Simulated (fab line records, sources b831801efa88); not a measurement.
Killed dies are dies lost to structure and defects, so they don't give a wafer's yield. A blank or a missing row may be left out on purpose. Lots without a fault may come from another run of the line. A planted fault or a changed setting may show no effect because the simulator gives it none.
Chamber matching | flow gf180mcu | GF_V1_CVD_02 on pecvd-03: 3 sister chambers
The step deposits SiO2 from TEOS, target thk 850 nm, time 94.851 s. 6 wafers are shown with their chamber, then 9 later ones without.

WAFERS WITH THEIR CHAMBER
wafer  | chamber | heater_power_w (W)
L088.3 | 1       | 633
L090.4 | 0       | 775
L090.6 | 1       | 621
L091.1 | 0       | 603
L091.3 | 2       | 453
L091.4 | 2       | 471

WAFERS WITHOUT THEIR CHAMBER
wafer  | heater_power_w (W)
L093.2 | 476
L093.3 | 578
L093.6 | 384
L096.4 | 467
L096.5 | 570
L096.6 | 731
L097.1 | 575
L097.3 | 760
L097.5 | 614

WHICH CHAMBER EACH WENT THROUGH
wafer  | from the rows above          | in truth
L093.2 | can't be placed: 2 or 1      | 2
L093.3 | can't be placed: 1 or 0 or 2 | 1
L093.6 | 2                            | 2
L096.4 | 2                            | 2
L096.5 | can't be placed: 1 or 2 or 0 | 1
L096.6 | can't be placed: 0 or 1      | 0
L097.1 | can't be placed: 1 or 2 or 0 | 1
L097.3 | can't be placed: 0 or 1      | 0
L097.5 | can't be placed: 1 or 0 or 2 | 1
Placed correctly: 2 of 9. Can't be placed from these rows: 7 (the true chamber is among the candidates in 7). Placed wrongly: 0.
How it was worked out, from the rows above alone: a wafer's distance from a chamber is the root of the sum, over the readings, of the square of ((its reading less the chamber's mean) divided by the reading's scatter). The wafer belongs to the nearest chamber; if the next one is less than 2 further off, it can't be placed. A chamber's mean is the mean of its shown wafers. The scatter: the root of (the sum of the squares of (reading less its chamber's mean) over the shown wafers, divided by (wafers less chambers)).
